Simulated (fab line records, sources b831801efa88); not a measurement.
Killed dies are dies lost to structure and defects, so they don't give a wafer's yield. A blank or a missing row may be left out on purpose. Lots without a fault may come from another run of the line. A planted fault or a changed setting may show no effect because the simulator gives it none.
Which tool did it? | flow sky130 | 11 lots, 33 wafers sampled, at 7 steps of a route of 708

WHAT THE GAUGES READ, wafer by wafer
SKY_RES_PROTECT_TW_MEAS_08. Usual: POLY_GATE_TW 3991, standard deviation 50.
lot  | measured     | on            | POLY_GATE_TW   | flag
L426 | day 16 06:43 | film_metro-03 | 4054 4078 4073 |
L433 | day 19 01:35 | film_metro-02 | 3952 3940 3945 |
L432 | day 19 01:53 | film_metro-01 | 4046 4039 4034 |
L434 | day 19 01:58 | film_metro-02 | 3938 3927 3928 |
L435 | day 19 20:49 | film_metro-02 | 3912 3927 3918 |
L438 | day 21 08:44 | film_metro-02 | 3914 3926 3910 |
L439 | day 21 07:29 | film_metro-03 | 4005 3981 3987 |
L440 | day 21 19:09 | film_metro-01 | 4009 4009 4002 |
L442 | day 22 04:28 | film_metro-03 | 4016 4032 4010 |
L443 | day 22 21:58 | film_metro-02 | 3945 3930 3943 |
L444 | day 23 01:28 | film_metro-02 | 3906 3923 3907 |

SKY_POLY_GATE_OVL_MEAS_14. Usual: POLY_GATE_OVL -2 nm, standard deviation 4.3.
lot  | measured     | on         | POLY_GATE_OVL (nm) | flag
L426 | day 17 16:17 | overlay-01 | -7 -3 -5           |
L433 | day 20 10:33 | overlay-02 | -6 -2 -1           |
L432 | day 20 11:14 | overlay-02 | -2 -3 4            |
L434 | day 20 10:53 | overlay-02 | 3 3 -1             |
L435 | day 21 06:07 | overlay-01 | -3 8 1             |
L438 | day 22 17:42 | overlay-02 | -4 -10 -1          |
L439 | day 22 15:20 | overlay-01 | -6 -3 -7           |
L440 | day 23 03:28 | overlay-01 | -3 5 -1            |
L442 | day 23 14:17 | overlay-02 | 2 -1 -7            |
L443 | day 24 05:41 | overlay-02 | -10 -8 -3          |
L444 | day 24 10:02 | overlay-02 | -4 0 1             |

SKY_LDD_HVN_OVL_MEAS_07. Usual: LDD_HVN_OVL 0.6 nm, standard deviation 1.4.
lot  | measured     | on         | LDD_HVN_OVL (nm) | flag
L426 | day 21 18:34 | overlay-02 | -1.7 -1.8 -1.7   |
L433 | day 24 14:17 | overlay-02 | - - -            | OFF
L432 | day 24 09:52 | overlay-02 | 1.4 4.2 2.6      |
L434 | day 24 09:53 | overlay-01 | - - -            | OFF
L435 | day 25 03:47 | overlay-02 | - - -            | OFF
L438 | day 26 14:29 | overlay-01 | 0.1 0.1 0.1      |
L439 | day 26 11:19 | overlay-01 | 3.7 3.3 1.8      |
L440 | day 27 00:11 | overlay-01 | -1.9 0.0 -1.3    |
L442 | day 27 09:44 | overlay-02 | -1.0 -1.2 0.2    |
L443 | day 27 23:40 | overlay-02 | 1.7 1.2 -1.3     |
L444 | day 28 05:22 | overlay-01 | 1.7 -0.1 0.7     |

SKY_LDD_HVP_TW_MEAS_10. Usual: LDD_HVP_TW 451, standard deviation 4.7.
lot  | measured     | on            | LDD_HVP_TW     | flag
L426 | day 23 01:42 | film_metro-02 | 442 441 444    |
L433 | day 25 20:28 | film_metro-03 | 1438 1439 1443 | OFF
L432 | day 25 15:30 | film_metro-03 | 453 456 453    |
L434 | day 25 15:36 | film_metro-02 | 1417 1412 1409 | OFF
L435 | day 26 09:35 | film_metro-03 | 1439 1428 1425 | OFF
L438 | day 27 19:20 | film_metro-03 | 452 450 450    |
L439 | day 27 16:19 | film_metro-02 | 440 440 441    |
L440 | day 28 05:17 | film_metro-01 | 458 460 457    |
L442 | day 28 14:43 | film_metro-03 | 450 455 450    |
L443 | day 29 04:27 | film_metro-01 | 455 456 457    |
L444 | day 29 09:30 | film_metro-03 | 455 451 452    |

SKY_LDD_LDN_TW_MEAS_13. Usual: LDD_LDN_TW 1469, standard deviation 25.
lot  | measured     | on            | LDD_LDN_TW     | flag
L426 | day 24 08:28 | film_metro-02 | 1447 1454 1451 |
L433 | day 27 01:52 | film_metro-02 | 1753 1753 1766 | OFF
L432 | day 26 20:43 | film_metro-02 | 1433 1441 1428 |
L434 | day 26 21:25 | film_metro-04 | 1843 1839 1841 | OFF
L435 | day 27 14:23 | film_metro-01 | 1809 1806 1811 | OFF
L438 | day 29 00:08 | film_metro-02 | 1453 1451 1459 |
L439 | day 28 21:27 | film_metro-02 | 1449 1441 1441 |
L440 | day 29 09:30 | film_metro-02 | 1449 1457 1462 |
L442 | day 30 10:47 | film_metro-04 | 1493 1495 1493 |
L443 | day 30 12:44 | film_metro-01 | 1474 1468 1473 |
L444 | day 30 13:23 | film_metro-04 | 1500 1489 1486 |

WHICH TOOL RAN EACH LOT (tool, then ch and the chambers of the sampled wafers, then the start)
lot  | SKY_SONOS_ONO_STRIP_17               | SKY_LDD_HVN_COAT_02
L426 | plasma_asher-02 ch 0,1, day 13 18:08 | litho_track-02 ch 0, day 21 02:52
L433 | plasma_asher-02 ch 0,1, day 16 00:50 | litho_track-01, day 23 23:45
L432 | plasma_asher-02 ch 0, day 16 05:56   | litho_track-02 ch 0, day 23 18:13
L434 | plasma_asher-03 ch 0,1, day 16 08:23 | litho_track-01, day 23 18:26
L435 | plasma_asher-03 ch 0,1, day 16 20:53 | litho_track-03, day 24 12:59
L438 | plasma_asher-03 ch 0,1, day 18 06:10 | litho_track-02 ch 0, day 25 23:04
L439 | plasma_asher-04 ch 0,1, day 18 11:27 | litho_track-01 ch 0, day 25 20:29
L440 | plasma_asher-03 ch 0,1, day 18 21:46 | litho_track-01 ch 0, day 26 09:39
L442 | plasma_asher-02 ch 0,1, day 19 11:17 | litho_track-03 ch 0, day 26 19:07
L443 | plasma_asher-03 ch 0,1, day 20 04:32 | litho_track-03 ch 0, day 27 08:55
L444 | plasma_asher-04 ch 0, day 20 05:45   | litho_track-01 ch 0, day 27 14:56
- SKY_SONOS_ONO_STRIP_17: strips in O2/N2.
- SKY_LDD_HVN_COAT_02: resist thk 300 nm.

WHAT THE TOOLS THEMSELVES READ (means of the sampled wafers that have a number; where no wafer has one, the mark that the record gives instead)
SKY_SONOS_ONO_STRIP_17. Usual: drypump_motor_current_A 5.7 A, standard deviation 0.6; oes_product_au 0.710 a.u., standard deviation 0.0045; strip_time_to_endpoint_s 14.12 s, standard deviation 0.033.
lot  | tool            | drypump_motor_current_A (A) | oes_product_au (a.u.) | strip_time_to_endpoint_s (s) | flag
L426 | plasma_asher-02 | 6.2                         | 0.711                 | 14.12                        |
L433 | plasma_asher-02 | 5.8                         | 0.707                 | 14.12                        |
L432 | plasma_asher-02 | 6.8                         | 0.714                 | 14.13                        |
L434 | plasma_asher-03 | 5.6                         | 0.710                 | 14.14                        |
L435 | plasma_asher-03 | 5.6                         | 0.710                 | 14.10                        |
L438 | plasma_asher-03 | 5.6                         | 0.708                 | 14.09                        |
L439 | plasma_asher-04 | 5.3                         | 0.708                 | 14.12                        |
L440 | plasma_asher-03 | 5.3                         | 0.715                 | 14.09                        |
L442 | plasma_asher-02 | 5.8                         | 0.704                 | 14.15                        |
L443 | plasma_asher-03 | 5.6                         | 0.708                 | 14.18                        |
L444 | plasma_asher-04 | 5.6                         | 0.710                 | 14.09                        |

SKY_LDD_HVN_COAT_02. Usual: chill_plate_temp_C 22.98 C, standard deviation 0.097; dispense_pressure_kPa 47.3 kPa, standard deviation 2.4.
lot  | tool           | chill_plate_temp_C (C) | dispense_pressure_kPa (kPa) | flag
L426 | litho_track-02 | 22.97                  | 49.8                        |
L433 | litho_track-01 | -                      | -                           | OFF
L432 | litho_track-02 | 22.91                  | 49.8                        |
L434 | litho_track-01 | -                      | -                           | OFF
L435 | litho_track-03 | -                      | -                           | OFF
L438 | litho_track-02 | 22.99                  | 49.7                        |
L439 | litho_track-01 | 23.00                  | 44.5                        |
L440 | litho_track-01 | 23.10                  | 44.5                        |
L442 | litho_track-03 | 22.87                  | 48.9                        |
L443 | litho_track-03 | 23.08                  | 48.9                        |
L444 | litho_track-01 | 22.81                  | 44.5                        |

THE ANSWER, worked out from the rows above alone
Rule: a lot is off if the mean of its wafers that have a number lies more than 3 standard deviations from the usual mean. A lot without any number at a reading at which 4 lots or more have one is off too. The other lots that the step has rows for count as sound. The gauges are gone through in route order, then the tools' own readings, and for those a lot's mean is taken as printed above. The first step at which some lot is off is used, and at that step the reading that is off furthest; a lot without a number counts as furthest.
Off: L433, L434, L435, at SKY_LDD_HVN_OVL_MEAS_07 (LDD_HVN_OVL). Without a number there: L433, L434, L435.
A tool fits if, at a process step before that reading, it ran every lot that is off, and no sound lot after the first of them. The gauges at SKY_LDD_HVN_OVL_MEAS_07 aren't tried: what is off there is off at SKY_LDD_HVP_TW_MEAS_10 too, on other tools, and a gauge's error can't cause that. None of those tried fits.

WHAT THE SIMULATOR HAD PUT IN
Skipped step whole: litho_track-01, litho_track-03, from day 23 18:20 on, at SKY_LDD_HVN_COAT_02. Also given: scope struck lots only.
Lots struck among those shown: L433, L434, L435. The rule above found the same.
